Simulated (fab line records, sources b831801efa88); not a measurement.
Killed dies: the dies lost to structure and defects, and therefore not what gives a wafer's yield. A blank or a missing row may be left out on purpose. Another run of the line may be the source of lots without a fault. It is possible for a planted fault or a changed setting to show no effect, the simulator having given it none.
fab line records    flow gf180mcu
record lots=6  wafers=18  lastDay=34
route steps=602 shown MVSD@72 MVPSD@78
lots untouched by any fault: they come from a run of this same line in which no faults occurred
startH: start of the lot's first displayed wafer, in hours after the record's first day    waitH: time in hours since the lot's previous step    " the same as in the row above    L1.1+2: a single row standing in for several wafers    - value missing, or start not given    * or withheld: withheld    < > ~ a bound
route shown NAME@n: names a module that has steps shown in the file, with the first one's number in the route    usual: the fault-free wafers' mean and standard deviation    same: alike in all rows    chamber/n: place in a boat    sites: readings site by site    _std_site: their standard deviation    _edge_site: the outer-site mean with the inner-site mean subtracted    radiusMm: how far each site lies from the wafer's centre    mask NAME#n: copy n    behind: the tool/chamber that last shaped the wafer    hold: what put the lot on hold/how long, in hours/how the hold closed    device: names the non-switching transistor (n, p or np)    end of line: the tests these same wafers got at the end of their route    where a step has no rows: the recipe by itself    killed: dies that structure and defects cost at the first sort, which is not the same as the wafer's yield    map: a wafer's dies, x killed, . not, _ none there
set.NAME: the setting that was run; set.NAME@STEP: the one run at that earlier step    model.NAME: the simulator's own value behind a step, which no gauge read
certain route steps with their lots: each step a table, each wafer a row
services: when a tool's chamber went out of use (startH, in hours from the record's first day, below 0 if earlier), for how many hours, and the reason
## steps
# step GF_MVSD_DEVELOP_06
# recipe wallAngleDeg=90  developTimeS=60  devTempC=23
# step GF_MVSD_OVL_MEAS_07
# usual MVSD_OVL=-0.8/1.3
lot.wafer  tool        chamber  startH  waitH  MVSD_OVL[nm]
L688.1     overlay-02  -        130.18  -      0.2
L688.4     "           -        "       "      2.0
L688.5     "           -        "       "      3.2
L693.1     overlay-02  -        160.02  -      -0.9
L693.4     "           -        "       "      -0.3
L693.6     "           -        "       "      0.9
L698.1     overlay-02  -        187.67  -      -3.2
L698.2     "           -        "       "      -2.9
L698.5     "           -        "       "      -1.7
L699.1     overlay-01  -        191.68  -      -0.4
L699.5     "           -        "       "      -1.6
L699.6     "           -        "       "      -0.8
L700.1     overlay-01  -        199.88  -      -1.2
L700.3     "           -        "       "      -2.8
L700.4     "           -        "       "      -1.5
L702.3     overlay-01  -        209.16  -      -1.9
L702.4     "           -        "       "      -1.9
L702.5     "           -        "       "      -2.8
# step GF_MVSD_IMPLANT_08
# recipe species=P  energyKev=400  doseCm2=1.6e+13  tiltDeg=0
# step GF_MVSD_IMPLANT_09
# recipe species=P  energyKev=100  doseCm2=5e+12  tiltDeg=0
# step GF_MVSD_STRIP_10
# recipe chemistry=O2/N2  powerW=1400  pressureMtorr=1500  platenTempC=250  o2FlowSccm=3000  n2FlowSccm=300  overashFraction=0.5
# usual drypumpMotorCurrentA=5.8/0.63  heaterPowerW=360/51  o2FlowSccm=2998/8.7  oesProductAu=0.723/0.0047  stripTimeToEndpointS=36.97/0.11
lot.wafer  tool            chamber  startH  waitH  drypumpMotorCurrentA  heaterPowerW  o2FlowSccm  oesProductAu  rfHoursCounterH  stripTimeToEndpointS
L688.1     plasmaAsher-01  0        130.52  0.1    6.7                   403           2996        0.724         47               37.07
L688.4     "               0        "       "      6.6                   413           2984        0.724         -                37.03
L688.5     "               1        "       "      6.0                   316           3005        0.719         -                37.10
L693.1     plasmaAsher-01  0        160.36  0.1    6.6                   428           3000        0.720         50               36.98
L693.4     "               1        "       "      6.0                   310           2999        0.730         -                36.89
L693.6     "               1        "       "      6.0                   329           3007        0.725         -                36.92
L698.1     plasmaAsher-03  1        188.01  0.1    5.1                   331           2997        0.719         7                36.98
L698.2     "               0        "       "      5.4                   346           3014        0.734         7                37.09
L698.5     "               1        "       "      5.1                   326           3007        0.718         -                36.99
L699.1     plasmaAsher-03  1        192.02  0.1    5.1                   319           2992        0.721         8                36.92
L699.5     "               0        "       "      5.4                   344           2993        0.721         -                36.93
L699.6     "               1        "       "      5.1                   333           2997        0.713         -                36.93
L700.1     plasmaAsher-01  1        200.22  0.1    6.0                   323           3015        0.720         54               36.89
L700.3     "               1        "       "      6.0                   320           3009        0.713         -                36.93
L700.4     "               0        "       "      6.6                   419           2988        0.725         -                36.82
L702.3     plasmaAsher-04  0        209.52  0.1    5.0                   296           2997        0.724         -                36.98
L702.4     "               1        "       "      5.2                   434           3005        0.727         -                37.02
L702.5     "               1        "       "      5.2                   440           3001        0.715         -                36.88
# step GF_MVSD_TW_MEAS_11
# usual MVSD_TW=1588/21
lot.wafer  tool          chamber  startH  waitH  MVSD_TW
L688.1     filmMetro-03  -        130.62  0.1    1619
L688.4     "             -        "       "      1617
L688.5     "             -        "       "      1618
L693.1     filmMetro-04  -        160.46  0.1    1564
L693.4     "             -        "       "      1570
L693.6     "             -        "       "      1569
L698.1     filmMetro-01  -        188.11  0.1    1574
L698.2     "             -        "       "      1567
L698.5     "             -        "       "      1576
L699.1     filmMetro-03  -        192.12  0.1    1611
L699.5     "             -        "       "      1618
L699.6     "             -        "       "      1601
L700.1     filmMetro-01  -        200.32  0.1    1556
L700.3     "             -        "       "      1563
L700.4     "             -        "       "      1567
L702.3     filmMetro-01  -        209.61  0.1    1575
L702.4     "             -        "       "      1565
L702.5     "             -        "       "      1568
# step GF_MVPSD_DEHYDRATE_00
# recipe tempC=200  timeS=60
# step GF_MVPSD_HMDS_01
# recipe primeTimeS=60  primeTempC=120
# step GF_MVPSD_COAT_02
# recipe spinRpm=2000  resistThkNm=3000
# step GF_MVPSD_SOFTBAKE_03
# recipe tempC=110  timeS=withheld
# step GF_MVPSD_EXPOSE_04
# recipe maskId=MVPSD  targetCdNm=1000  na=0.6  sourceShape=conventional  sigmaOuter=0.6  doseMj=260
# step GF_MVPSD_PEB_05
# recipe tempC=115  timeS=withheld
# step GF_MVPSD_DEVELOP_06
# recipe wallAngleDeg=90  developTimeS=60  devTempC=23
# usual chillPlateTempC=23.00/0.12  developTimeS=60/0  developerTempC=22.99/0.1  exhaustPa=44.7/0.82
lot.wafer  tool           chamber  startH  waitH  chillPlateTempC  developTimeS  developerTempC  exhaustPa
L688.1     lithoTrack-04  0        145     -      23.15            60            23.04           44.4
L688.4     "              0        "       "      22.95            60            22.79           45.6
L688.5     "              0        "       "      22.94            60            22.94           43.8
L693.1     lithoTrack-02  0        176     -      23.01            60            23.05           44.6
L693.4     "              0        "       "      23.10            60            22.91           44.1
L693.6     "              0        "       "      23.13            60            22.90           47.0
L698.1     lithoTrack-04  -        204     -      -                -             -               -
L698.2     "              -        "       "      -                -             -               -
L698.5     "              -        "       "      -                -             -               -
L699.1     lithoTrack-03  -        208     -      -                -             -               -
L699.5     "              -        "       "      -                -             -               -
L699.6     "              -        "       "      -                -             -               -
L700.1     lithoTrack-02  0        216     -      22.98            60            22.93           45.4
L700.3     "              0        "       "      22.93            60            23.12           44.3
L700.4     "              0        "       "      22.98            60            23.01           44.8
L702.3     lithoTrack-04  0        227     -      22.92            60            22.94           45.0
L702.4     "              0        "       "      22.98            60            22.89           44.8
L702.5     "              0        "       "      22.79            60            22.97           46.6
# step GF_MVPSD_OVL_MEAS_07
# usual MVPSD_OVL=0.4/1.5
lot.wafer  tool        chamber  startH  waitH  MVPSD_OVL[nm]
L688.1     overlay-02  -        145.64  -      2.1
L688.4     "           -        "       "      0.9
L688.5     "           -        "       "      1.6
L693.1     overlay-02  -        176.70  -      0.3
L693.4     "           -        "       "      -0.8
L693.6     "           -        "       "      -0.9
L698.1     overlay-01  -        204.69  -      -
L698.2     "           -        "       "      -
L698.5     "           -        "       "      -
L699.1     overlay-02  -        208.57  -      -
L699.5     "           -        "       "      -
L699.6     "           -        "       "      -
L700.1     overlay-02  -        216.50  -      1.1
L700.3     "           -        "       "      2.0
L700.4     "           -        "       "      2.1
L702.3     overlay-02  -        227.40  -      -1.2
L702.4     "           -        "       "      0.8
L702.5     "           -        "       "      -0.1
## services
tool            chamber  startH  hours  kind
plasmaAsher-03  -        108.75  9.0    pm
plasmaAsher-03  0        108.75  9.0    ventCycle
plasmaAsher-03  1        108.75  9.0    ventCycle
plasmaAsher-01  -        112.94  14.6   pm
plasmaAsher-03  0        117.75  -      clean
plasmaAsher-03  1        117.75  -      clean
plasmaAsher-03  -        167.78  1.4    repair
plasmaAsher-03  -        169.81  0.5    repair
plasmaAsher-03  -        199.37  2.8    pm
## key
firstSign step=GF_MVPSD_DEVELOP_06  reading=toolRecord  direction=missing
effect none on later readings
metAt GF_MVPSD_DEVELOP_06
struckWafers L698.1,L698.2,L698.5,L699.1,L699.5,L699.6
sortLeftOut L698.1,L698.2,L698.5,L699.1,L699.5,L699.6
testerLeftOut L698,L699
onsetBetween 145 204
fault kind=skippedStepWhole  tool=lithoTrack-03,lithoTrack-04  chamber=-  onsetH=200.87  steps=GF_MVPSD_DEVELOP_06  scope=struckLotsOnly
# testerLeftOut: of these lots the tester's yield and bins aren't shown, on N5 and GAA mostly nor the transistor test; their killed dies are dies lost to structure and defects alone, not to doping, threshold or leakage, so they don't give the yield
# sortLeftOut: the simulated sort isn't trusted on such a fault, so these wafers' sort isn't shown, and their yield isn't known
